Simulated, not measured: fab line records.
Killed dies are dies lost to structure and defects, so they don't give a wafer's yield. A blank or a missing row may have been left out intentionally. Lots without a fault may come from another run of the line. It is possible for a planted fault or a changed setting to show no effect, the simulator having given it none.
Comparing a struck lot with a sound one -- flow sky130 -- 36 out of 708 route steps
Sound: these wafers, L572.1, L572.2, L572.3. Wafers struck: L588.1, L588.2, L588.6. The cause comes at the end.
At each step with rows: each side's tool, then ch and its chambers, then its first start. Under that, the readings that differ: sound wafers -- struck wafers -- difference of the means -- sigmas: that difference in standard deviations of wafers without a fault.
alike: same words and numbers on both sides, and readings whose means sit less than 2 such deviations apart. not compared: any withheld reading, any reading some wafer has no value for, any bound like >300 that may hide the same value, and any number with overlapping values for which the record gives no deviation.
Wherever a step has rows on one side only, a row that says differs or no value, or a row with sigmas, the two part there. Numbers that don't overlap but have no deviation are shown without sigmas and don't part them. A reading that every wafer of one side lacks parts them only if that side has two wafers or more.

first, 10 steps without rows for these wafers: SKY_POLY_CUT_ETCH_10 (etches BARC in N2/H2, stops on SiO2, time 45.9 s, target depth 60 nm); SKY_POLY_CUT_ETCH_11 (etches Si3N4 in CF4/CH2F2/Ar, stops on poly-Si, time 42.5 s, target depth 60 nm); SKY_POLY_CUT_STRIP_12 (strips in O2/N2); SKY_SD_P_DEHYDRATE_00 (time 60 s); SKY_SD_P_HMDS_01 (prime time 60 s); SKY_SD_P_COAT_02 (resist thk 1140 nm); SKY_SD_P_SOFTBAKE_03 (time 60 s); SKY_SD_P_EXPOSE_04 (exposes mask PSDM, target cd 380 nm); SKY_SD_P_PEB_05; SKY_SD_P_DEVELOP_06 (develop time 60 s).
SKY_SD_P_IMPLANT_09:
  sound on implanter-04 ch 0, day 27 01:34; struck on implanter-04 ch 0, day 32 07:46
reading,sound,struck,difference,sigmas
beam_energy_keV,20.010 20.008 20.001,15.428 15.426 15.430,-4.578,-99 or more
model.implant.rp_nm (nm),17.2 17.2 17.2,13.74 13.74 13.74,-3.46,
model.implant.drp_nm (nm),9.746 9.746 9.746,8.116 8.116 8.116,-1.630,
SKY_SD_P_STRIP_10: strips in O2/N2.
  sound on plasma_asher-02 ch 0,1, day 27 01:43; struck on plasma_asher-02 ch 0,1, day 32 07:55
reading,sound,struck,difference,sigmas
oes_product_au (a.u.),0.619 0.621 0.620,0.634 0.639 0.636,+0.016,+3
strip_time_to_endpoint_s (s),17.52 17.53 17.54,16.80 16.79 16.81,-0.73,-20
  alike: drypump_motor_current_A
  not compared: rf_hours_counter_h
SKY_SD_P_TW_MEAS_11:
  sound on film_metro-01 at day 27 01:49; struck on film_metro-02 at day 32 08:01
reading,sound,struck,difference,sigmas
SD_P_TW,2820 2828 2827,2649 2645 2652,-176,-10
then, 21 steps without rows for these wafers: SKY_RES_XHIGH_DEHYDRATE_00 (time 60 s); SKY_RES_XHIGH_HMDS_01 (prime time 60 s); SKY_RES_XHIGH_COAT_02 (resist thk 1157 nm); SKY_RES_XHIGH_SOFTBAKE_03 (time 60 s); SKY_RES_XHIGH_EXPOSE_04 (exposes mask URPM, target cd 1270 nm); SKY_RES_XHIGH_PEB_05; SKY_RES_XHIGH_DEVELOP_06 (develop time 60 s); SKY_RES_XHIGH_IMPLANT_07; SKY_RES_XHIGH_STRIP_08 (strips in O2/N2); SKY_SD_N_DEHYDRATE_00 (time 60 s); SKY_SD_N_HMDS_01 (prime time 60 s); SKY_SD_N_COAT_02 (resist thk 1140 nm); SKY_SD_N_SOFTBAKE_03 (time 60 s); SKY_SD_N_EXPOSE_04 (exposes mask NSDM, target cd 380 nm); SKY_SD_N_PEB_05; SKY_SD_N_DEVELOP_06 (develop time 60 s); SKY_SD_N_IMPLANT_09; SKY_SD_N_IMPLANT_10; SKY_SD_N_STRIP_11 (strips in O2/N2); SKY_SD_N_CLEAN_13 (cleans in SC1/SC2, time 150 s); SKY_SD_N_RTA_14 (time 2 s).
-- the record jumps here: 2 days lie between the struck wafers' starts before and after --
SKY_SD_N_RS_MEAS_17: measurement is done with a four-point probe.
  sound on film_metro-02 at day 29 12:49; struck on film_metro-02 at day 34 14:16
reading,sound,struck,difference,sigmas
SD_P_RS (ohm/sq),147.0 147.2 147.1,164.9 165.7 165.0,+18.1,+49
-- the record jumps here: 16 days lie between the struck wafers' starts before and after (it left off in module SD_N and takes up again in module PAD_OPEN, whose first step shown is number 708 of the route) --
SKY_PAD_OPEN_PROBE_99:
  sound on prober-02 at day 47 01:11; struck on prober-02 at day 50 10:20
reading,sound,struck,difference,sigmas
model.etest.res_pdiff.line_ohm_um,1377 1400 1332,1531 1528 1568,+173,
model.etest.pfet_01v8.r_on_ohm_um,2841 2891 2828,3004 3129 3059,+211,
model.etest.pfet_g5v0d10v5.r_on_ohm_um,4657 4751 4682,4934 4938 4926,+236,
model.etest.res_pdiff_hv.rs_ohm_sq,194.2 191.5 190.8,221 224.7 224.5,+31,
model.etest.res_pdiff.rs_ohm_sq,198.7 197.8 195.6,219.1 221.9 221,+23.3,
model.etest.pfet_01v8.drive_ua_um,196.8 193.9 199.3,185.6 177.8 181.2,-15.1,
model.etest.pfet_01v8_hvt.drive_ua_um,146.8 144.2 148.6,139 131.1 133.3,-12,
  alike: killed_at_M0_to_M3, killed_at_M4_up, killed_at_contacts, killed_at_front_end, killed_at_other, killed_dies, killed_open, killed_short
  not compared: model.etest.sram_pfet_latch.drive_ua_um

== WHERE THEY PART ==
Last at SKY_SD_N_RS_MEAS_17 as far as this record goes, first at SKY_SD_P_IMPLANT_09. Later steps at which nothing parts them and some readings are alike: SKY_PAD_OPEN_PROBE_99.

WHY: what the simulator had put in
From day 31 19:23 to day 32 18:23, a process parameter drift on implanter-04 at SKY_SD_P_IMPLANT_09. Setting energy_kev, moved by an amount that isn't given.
